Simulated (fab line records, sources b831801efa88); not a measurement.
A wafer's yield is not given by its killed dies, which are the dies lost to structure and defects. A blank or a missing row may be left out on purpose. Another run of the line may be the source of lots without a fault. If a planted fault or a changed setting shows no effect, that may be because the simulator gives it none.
Which tool did it? | flow gf180mcu | 15 lots with 43 wafers sampled at 4 steps, on a route of 602 steps

WHAT THE GAUGES READ, wafer by wafer
GF_V3_THK_MEAS_01. Usual: for V3_CVD_00_THK the level is 600 nm and the standard deviation is 6.5.
lot  | measured     | on            | V3_CVD_00_THK (nm) | flag
L631 | day 21 09:09 | film_metro-03 | 599 598 596        |
L632 | day 21 19:49 | film_metro-01 | 606 596 600        |
L634 | day 22 09:55 | film_metro-04 | 599 598 598        |
L636 | day 23 09:02 | film_metro-01 | 593 606 594        |
L638 | day 24 20:31 | film_metro-03 | 601 609 611        |
L639 | day 24 20:13 | film_metro-01 | 610 619 608        |
L640 | day 25 17:06 | film_metro-03 | 591 600 595        |
L641 | day 25 17:22 | film_metro-01 | 600 601 600        |
L642 | day 25 23:49 | film_metro-01 | 595 601 597        |
L644 | day 26 12:25 | film_metro-03 | 606 612            |
L646 | day 26 20:17 | film_metro-01 | 596 590 591        |
L647 | day 27 08:26 | film_metro-04 | 599 605            |
L651 | day 28 04:54 | film_metro-03 | 602 604 600        |
L652 | day 28 11:47 | film_metro-04 | 594 610 611        |
L653 | day 28 20:31 | film_metro-04 | 596 591 605        |

GF_V3_BOW_MEAS_05. Usual: for V3_BOW the level is 118 um and the standard deviation is 7.4.
lot  | measured     | on            | V3_BOW (um) | flag
L631 | day 21 09:40 | film_metro-04 | 106 103 108 |
L632 | day 21 20:19 | film_metro-04 | 138 120 122 |
L634 | day 22 10:25 | film_metro-03 | 127 117 127 |
L636 | day 23 09:33 | film_metro-03 | 120 113 121 |
L638 | day 24 21:01 | film_metro-03 | 121 125 120 |
L639 | day 24 20:42 | film_metro-03 | 112 123 103 |
L640 | day 25 17:38 | film_metro-03 | 107 107 121 |
L641 | day 25 17:53 | film_metro-01 | 123 124 119 |
L642 | day 26 00:20 | film_metro-03 | 123 105 112 |
L644 | day 26 12:55 | film_metro-04 | 120 117     |
L646 | day 26 20:47 | film_metro-03 | 118 111 108 |
L647 | day 27 08:56 | film_metro-01 | 105 114     |
L651 | day 28 05:23 | film_metro-03 | 116 117 131 |
L652 | day 28 12:35 | film_metro-03 | 131 123 118 |
L653 | day 28 21:02 | film_metro-04 | 124 120 123 |

TOOL THAT RAN EACH LOT (tool first, then ch and the chambers of the sampled wafers, then the start)
lot  | GF_STI_CMP_25                | GF_M3_SPUTTER_04
L631 | cmp-02 ch 1,3, day 2 03:53   | pvd_sputter-04, day 20 08:19
L632 | cmp-01 ch 1,3, day 2 09:18   | pvd_sputter-04, day 20 18:47
L634 | cmp-02 ch 0,3, day 2 18:57   | pvd_sputter-01, day 21 09:02
L636 | cmp-02 ch 0,2,3, day 3 07:41 | pvd_sputter-02, day 22 09:02
L638 | cmp-01 ch 0,2,3, day 3 17:39 | pvd_sputter-01, day 23 21:57
L639 | cmp-01 ch 0,2,3, day 3 21:36 | pvd_sputter-02, day 23 21:37
L640 | cmp-01 ch 0,1,3, day 4 03:53 | pvd_sputter-04, day 24 18:13
L641 | cmp-01 ch 2,3, day 4 07:41   | pvd_sputter-02, day 24 18:48
L642 | cmp-01 ch 2,3, day 4 12:17   | pvd_sputter-04, day 25 01:38
L644 | cmp-01 ch 1,2, day 4 22:56   | pvd_sputter-04, day 25 13:30
L646 | cmp-01 ch 1,2,3, day 5 08:11 | pvd_sputter-01, day 25 23:10
L647 | cmp-01 ch 1, day 5 15:49     | pvd_sputter-02, day 26 11:04
L651 | cmp-02 ch 0,1, day 6 12:21   | pvd_sputter-04, day 27 07:45
L652 | cmp-02 ch 0,1,3, day 6 17:49 | pvd_sputter-02, day 27 14:45
L653 | cmp-02 ch 0,1, day 7 00:05   | pvd_sputter-04, day 28 00:17
- GF_STI_CMP_25: polishes, stops on Si3N4, t overpolish 33 s, target thk 524.6 nm.
- GF_M3_SPUTTER_04: material TiN, target thk 50 nm, time 41.7 s.

WHAT THE TOOLS THEMSELVES READ (means of the sampled wafers that have a number; where no wafer has one, the mark that the record gives instead)
GF_STI_CMP_25. Usual: motor_current_A 12.1 A, standard deviation 1; overpolish_run_s 32.999 s, standard deviation 0.0093; time_to_endpoint_s 123 s, standard deviation 4.6.
lot  | tool   | motor_current_A (A) | overpolish_run_s (s) | time_to_endpoint_s (s) | flag
L631 | cmp-02 | 11.2                | 32.999               | 124                    |
L632 | cmp-01 | 12.1                | 33.000               | 123                    |
L634 | cmp-02 | 13.3                | 32.993               | 118                    |
L636 | cmp-02 | 12.9                | 32.998               | 124                    |
L638 | cmp-01 | 12.2                | 32.997               | 125                    |
L639 | cmp-01 | 12.8                | 32.996               | 122                    |
L640 | cmp-01 | 11.7                | 33.005               | 127                    |
L641 | cmp-01 | 12.4                | 32.998               | 126                    |
L642 | cmp-01 | 12.4                | 33.001               | 165                    | OFF
L644 | cmp-01 | 11.4                | 32.992               | 187                    | OFF
L646 | cmp-01 | 11.7                | 32.996               | 156                    | OFF
L647 | cmp-01 | 10.7                | 32.992               | 122                    |
L651 | cmp-02 | 13.0                | 33.005               | 123                    |
L652 | cmp-02 | 12.3                | 33.000               | 124                    |
L653 | cmp-02 | 11.5                | 33.010               | 130                    |

GF_M3_SPUTTER_04. Usual: cathode_dc_power_W 6499.9 W, standard deviation 1.2; throttle_valve_pct 29.6 %, standard deviation 0.49.
lot  | tool           | cathode_dc_power_W (W) | throttle_valve_pct (%) | flag
L631 | pvd_sputter-04 | 6499.6                 | 29.5                   |
L632 | pvd_sputter-04 | 6500.9                 | 29.4                   |
L634 | pvd_sputter-01 | 6499.7                 | 30.1                   |
L636 | pvd_sputter-02 | 6500.0                 | 29.7                   |
L638 | pvd_sputter-01 | 6499.8                 | 30.1                   |
L639 | pvd_sputter-02 | 6500.2                 | 29.5                   |
L640 | pvd_sputter-04 | 6498.7                 | 29.5                   |
L641 | pvd_sputter-02 | 6499.3                 | 29.9                   |
L642 | pvd_sputter-04 | 6500.6                 | 29.3                   |
L644 | pvd_sputter-04 | 6499.8                 | 29.5                   |
L646 | pvd_sputter-01 | 6499.5                 | 30.0                   |
L647 | pvd_sputter-02 | 6501.2                 | 29.6                   |
L651 | pvd_sputter-04 | 6499.7                 | 29.3                   |
L652 | pvd_sputter-02 | 6498.8                 | 29.6                   |
L653 | pvd_sputter-04 | 6499.8                 | 29.4                   |

THE ANSWER, worked out from the rows above alone
Rule: lot off if the mean of its wafers having a number is beyond 3 standard deviations from the usual mean. Also off: a lot with no number at a reading for which 4 or more lots have one. Where the step has rows for the other lots, those lots are counted as sound. Order of review: gauges by route order, followed by the tools' own readings, for which a lot's mean as printed above is used. At the first step where some lot is off, the reading lying furthest off is the one used; lots without a number count as furthest.
Off at GF_STI_CMP_25 (time_to_endpoint_s): L642, L644, L646.
If a tool, at that step or one of the process steps before it, ran each lot that is off and ran no sound lot following the first of them, it fits. None of those tried fits.

WHAT WAS PUT IN BY THE SIMULATOR
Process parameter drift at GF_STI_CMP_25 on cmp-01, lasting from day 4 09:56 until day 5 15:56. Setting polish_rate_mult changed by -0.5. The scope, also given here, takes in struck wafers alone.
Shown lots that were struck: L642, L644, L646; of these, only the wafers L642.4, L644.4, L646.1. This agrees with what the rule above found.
